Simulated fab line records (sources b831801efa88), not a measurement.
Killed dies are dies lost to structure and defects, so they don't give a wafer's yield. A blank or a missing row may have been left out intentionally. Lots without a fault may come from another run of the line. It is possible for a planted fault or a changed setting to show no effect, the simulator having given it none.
Which of the tools did it? ; flow sfqLine ; 7 lots with 21 wafers sampled at 2 steps, on a route of 325 steps

== WHAT EACH GAUGE READ, for each wafer ==
SFQ_L0_RS_MEAS_901: the measuring method here is four-point-probe.
lot;measured;on;L0_MONX_KI_RS (ohm/sq)
L727;day 1 17:36;filmMetro-03;42.4 42.7 43.4
L731;day 2 13:35;filmMetro-01;43.3 42.8 43.5
L733;day 2 23:34;filmMetro-03;43.7 43.9 43.5
L735;day 3 09:35;filmMetro-01;43.8 44.3 43.8
L739;day 4 05:35;filmMetro-01;43.9 43.5 44.8
L741;day 4 15:34;filmMetro-01;43.7 71.8 43.9
L743;day 5 01:35;filmMetro-04;67.6 67.9 43.3

== EACH LOT AND THE TOOL THAT RAN IT (in order: tool; ch and the chambers of the sampled wafers; start) ==
lot;SFQ_TRILAYER_L0_DEP_SPUTTER_003
L727;pvdSputter-03, day 1 17:29
L731;pvdSputter-06, day 2 13:29
L733;pvdSputter-05, day 2 23:29
L735;pvdSputter-05, day 3 09:29
L739;pvdSputter-03, day 4 05:29
L741;pvdSputter-03, day 4 15:29
L743;pvdSputter-03, day 5 01:29
- SFQ_TRILAYER_L0_DEP_SPUTTER_003: material MoNx KI, target thk 40 nm, time 100 s.

== THE ANSWER, worked out from the rows above alone ==
Rule: the usual values come from the lots themselves. The widest of any qualifying gaps counts: lots, ordered by their means at a reading, are off when they make up no more than a third of the lots, leave a main group of 4 or more, and stand apart from it by 3 or more times the standard deviation of that group's means. A main group whose means are all the same, to the digits that the tables above print for the reading, isn't used. A lot without any number at a reading at which 4 lots or more have one is off too. The other lots that the step has rows for count as sound.
Off: L741, L743, seen at SFQ_L0_RS_MEAS_901 (L0_MONX_KI_RS). Mean 43.6 ohm/sq and standard deviation 0.47 in the main group.
If a tool, at a process step before that reading, ran all the lots that are off and no sound lot after the first of them, it fits. Those tools and the gauges at SFQ_L0_RS_MEAS_901 are tried in the same way. One candidate fits, namely pvdSputter-03 at SFQ_TRILAYER_L0_DEP_SPUTTER_003. Its last sound lot is L739 (day 4 05:29), its first lot that is off L741 (day 4 15:29): a fault that began between those two fits.

== WHAT THE SIMULATOR HAD PUT IN ==
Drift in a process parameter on pvdSputter-03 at SFQ_TRILAYER_L0_DEP_SPUTTER_003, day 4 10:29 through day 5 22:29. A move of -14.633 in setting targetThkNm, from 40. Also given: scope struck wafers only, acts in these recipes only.
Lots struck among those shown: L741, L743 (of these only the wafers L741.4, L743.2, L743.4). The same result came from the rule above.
